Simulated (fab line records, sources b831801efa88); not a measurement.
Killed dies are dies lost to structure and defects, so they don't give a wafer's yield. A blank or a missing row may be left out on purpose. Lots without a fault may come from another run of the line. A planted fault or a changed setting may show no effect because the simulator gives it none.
Problem report in the 8D (eight disciplines) form, filled by code | flow sky130 | the parts of the form that need people (team, actions taken, sign-off) are left out

1. THE PROBLEM
strip_time_to_endpoint_s at SKY_VIA4_STRIP_13 reads a mean of 12.167 s on 1 wafer of 1 lot; wafers without a fault read 12.805 s with a standard deviation of 0.029. That is -22 standard deviations from the usual mean.
The step: strips in O2/N2.
First seen on wafer L138.6, day 45 16:38, on plasma_asher-01. The record holds 32 wafers of 11 lots with a number at this step. Rule for "out", or "out of limits": more than 4 standard deviations from the usual mean. The other wafers with a number count as sound.

2. WHAT IT IS AND WHAT IT IS NOT
question                    | is                       | is not
which readings at this step | strip_time_to_endpoint_s | drypump_motor_current_A, oes_product_au
which lots                  | L138                     | L127, L128, L129, L130, L131, L132, L134, L147, L149, L150
which wafers of those lots  | L138.6                   | L138.1
read on which tools         | plasma_asher-01          | plasma_asher-03, plasma_asher-04
when                        | from day 45 16:38        | up to then (22 sound wafers); but 9 sound wafers of L147, L149, L150 came after

3. SUSPECTS, AND WHAT RULES EACH OUT
Counting: a tool at a process step up to the reading stays a suspect if it ran every lot that is out. Sound lots after the first of them don't rule it out here, since some wafers of a struck lot are sound.
- cmp-02 at SKY_VIA3_CMP_02 (polishes SiO2): kept. It ran the lot that is out, L138 (day 41 18:10); its last sound lot up to then is L134 (day 40 23:57).
- rie_diel-02 at SKY_VIA3_ETCH_15 (etches SiO2 in C4F8/O2/Ar, stops on TiN, target depth 507 nm, time 78 s): kept. It ran the lot that is out, L138 (day 42 18:22); its last sound lot up to then is L132 (day 41 05:10).
- litho_track-01 at SKY_VIA4_COAT_06 (resist thk 1140 nm): kept. It ran the lot that is out, L138 (day 45 06:02); its last sound lot up to then is L128 (day 42 22:26).
- plasma_asher-01 at SKY_VIA4_STRIP_13 (strips in O2/N2): kept. It ran the lot that is out, L138 (day 45 16:38); its last sound lot up to then is L132 (day 44 06:34). Its own readings are out on those wafers: strip_time_to_endpoint_s.
- Within cmp-02 at SKY_VIA3_CMP_02: the wafers that are out ran in chamber 3; their sound lot-mates ran in chamber 0.
- Within rie_diel-02 at SKY_VIA3_ETCH_15: the wafers that are out ran in chamber 2; their sound lot-mates ran in chamber 1.
- Within plasma_asher-01 at SKY_VIA4_STRIP_13: the wafers that are out ran in chamber 1; their sound lot-mates ran in chamber 0.
Left after counting: cmp-02 at SKY_VIA3_CMP_02, rie_diel-02 at SKY_VIA3_ETCH_15, litho_track-01 at SKY_VIA4_COAT_06, plasma_asher-01 at SKY_VIA4_STRIP_13.

4. THE CAUSE (what the simulator had put in)
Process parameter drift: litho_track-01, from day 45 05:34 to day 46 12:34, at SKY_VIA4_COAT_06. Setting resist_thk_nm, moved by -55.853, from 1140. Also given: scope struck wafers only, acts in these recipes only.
Counting left 4 suspects, and this tool is among them.

5. THE CHAIN OF EFFECTS, in route order
Each row: a reading whose mean over the struck wafers that have a number lies more than 3 standard deviations from the usual. Only readings for which the record gives a usual standard deviation are gone through. hours: the time from each lot's start at the first step in this table that gives one to its start at this step, as a median over the lots. sigmas: the change in usual standard deviations.
hours | step              | reading                  | usual    | on struck wafers | change | sigmas
0     | SKY_VIA4_STRIP_13 | strip_time_to_endpoint_s | 12.805 s | 12.167           | -0.638 | -22
The process steps in it:
- SKY_VIA4_STRIP_13: strips in O2/N2.

6. WHAT WOULD HAVE CAUGHT IT SOONER
In this record the first reading out of limits was taken at day 45 16:38, 11 hours after the fault began at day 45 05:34.
All the lots that are out (1) had begun SKY_VIA4_COAT_06 on litho_track-01 by day 45 16:38. A hold on the tool at that time would have spared none of them.
